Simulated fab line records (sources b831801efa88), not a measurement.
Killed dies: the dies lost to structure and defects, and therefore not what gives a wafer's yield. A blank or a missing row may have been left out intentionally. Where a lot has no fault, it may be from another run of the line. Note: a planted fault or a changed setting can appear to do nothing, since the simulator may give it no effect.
Problem report, 8D (eight disciplines) form, completed by code :: flow gf180mcu :: the parts of the form that need people (team, actions taken, sign-off) are left out

1. THE ISSUE
Wafers without a fault read 1200 W, standard deviation 3.7; biasW at GF_V4_ETCH_17 reads a mean of 1158 W on 9 wafers belonging to 3 lots. That puts it -11 standard deviations away from the usual mean.
The step: etches SiO2 in C4F8/O2/Ar, stops on TiN, target depth 630 nm.
Seen first at day 25 22:00 on rieDiel-01, wafer L801.1. Wafers with a number at this step in the record: 39, from 13 lots. Rule for "out", or "out of limits": more than 4 standard deviations from the usual mean. All remaining wafers that have a number are taken as sound.

2. WHAT IT IS AND WHAT IT IS NOT
question: which readings at this step
is: biasW
is not: -

question: which lots
is: L801, L803, L804
is not: L798, L800, L809, L810, L811, L814, L817, L818, L819, L820

question: which wafers of those lots
is: all that have a number
is not: -

question: read on which tools
is: rieDiel-01
is not: rieDiel-03, rieDiel-04

question: when
is: from day 25 22:00
is not: up to then (6 sound wafers); but 24 sound wafers of L809, L810, L811, L814, L817, L818, L819, L820 came after

3. WHAT RULES OUT EACH SUSPECT
Counting: a tool at a process step up to the reading stays a suspect if it ran every lot that is out and no sound lot after the first of them.
- rieDiel-01 at GF_V4_ETCH_16 (etches BARC in N2/H2): ruled out as a lasting fault. The sound lots L819 went through it after L801, its earliest lot that is out (day 25 22:40).
- rieDiel-01 at GF_V4_ETCH_17 (etches SiO2 in C4F8/O2/Ar, stops on TiN, target depth 630 nm): ruled out as a lasting fault. The sound lots L819 went through it after L801, its earliest lot that is out (day 25 22:00).
Left after counting: nothing in the record.

4. THE CAUSE (what the simulator had put in)
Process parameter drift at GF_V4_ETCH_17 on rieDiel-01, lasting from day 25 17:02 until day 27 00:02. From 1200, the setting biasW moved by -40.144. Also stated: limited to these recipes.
Counting ruled it out, wrongly.

5. SEQUENCE OF EFFECTS, ordered by route
Each row: a reading where the mean over the struck wafers with a number is more than 3 standard deviations away from the usual. Only readings whose record carries a usual standard deviation are examined. hours: median over the lots of the time between each lot's start at the first step of this table that gives one and its start at this step. sigmas: the change, counted in usual standard deviations.
hours: 0
step: GF_V4_ETCH_17
reading: biasW
usual: 1200 W
on struck wafers: 1158
change: -42
sigmas: -11
Its process steps:
- GF_V4_ETCH_17: etches SiO2 in C4F8/O2/Ar, stops on TiN, target depth 630 nm.

6. WHAT WOULD HAVE CAUGHT IT SOONER
In this record no reading fell out of limits until day 25 22:00, 5 hours after the fault had begun at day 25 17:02.
